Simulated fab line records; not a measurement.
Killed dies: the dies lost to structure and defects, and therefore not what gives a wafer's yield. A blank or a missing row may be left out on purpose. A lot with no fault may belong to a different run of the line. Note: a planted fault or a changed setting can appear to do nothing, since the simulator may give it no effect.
Matching of chambers | flow gf180mcu | GF_V4_CMP_26 on cmp-02 has 4 sister chambers
The step polishes, stops on SiO2, t overpolish 15 s, target thk 0 nm. 8 wafers are shown with their chamber, then 8 later ones without.

WAFERS WITH THEIR CHAMBER
wafer  | chamber | motorCurrentA (A) | timeToEndpointS (s)
L713.6 | 2       | 10.3              | 91
L716.1 | 1       | 12.8              | 84
L716.2 | 3       | 8.3               | 83
L716.6 | 1       | 12.0              | 87
L717.1 | 2       | 10.7              | 89
L717.2 | 0       | 12.9              | 88
L717.5 | 3       | 8.4               | 79
L718.1 | 0       | 13.0              | 82

WAFERS WITH NO CHAMBER GIVEN
wafer  | motorCurrentA (A) | timeToEndpointS (s)
L718.2 | 10.4              | 83
L718.4 | 12.8              | 79
L721.2 | 12.4              | 85
L721.4 | 8.6               | 79
L721.5 | 8.3               | 78
L722.2 | 13.3              | 85
L722.4 | 10.2              | 90
L722.5 | 9.8               | 92

WHICH CHAMBER EACH WENT THROUGH
wafer  | from the rows above     | in truth
L718.2 | 2                       | 2
L718.4 | can't be placed: 0 or 1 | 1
L721.2 | can't be placed: 1 or 0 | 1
L721.4 | 3                       | 3
L721.5 | 3                       | 3
L722.2 | can't be placed: 0 or 1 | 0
L722.4 | 2                       | 2
L722.5 | 2                       | 2
5 of 8 placed correctly. From these rows, 3 cannot be placed; in 3 the true chamber is one of the candidates. Placed wrongly: 0.
How it was worked out, from the rows above alone: a wafer's distance from a chamber is the root of the sum, over the readings, of the square of ((its reading less the chamber's mean) divided by the reading's scatter). The wafer belongs to the nearest chamber; if the next one is less than 2 further off, it can't be placed. Each chamber's mean is taken over the wafers shown for it. The scatter is the square root of a quotient: the sum, over the shown wafers, of each reading's squared deviation from its chamber's mean, divided by wafers minus chambers.
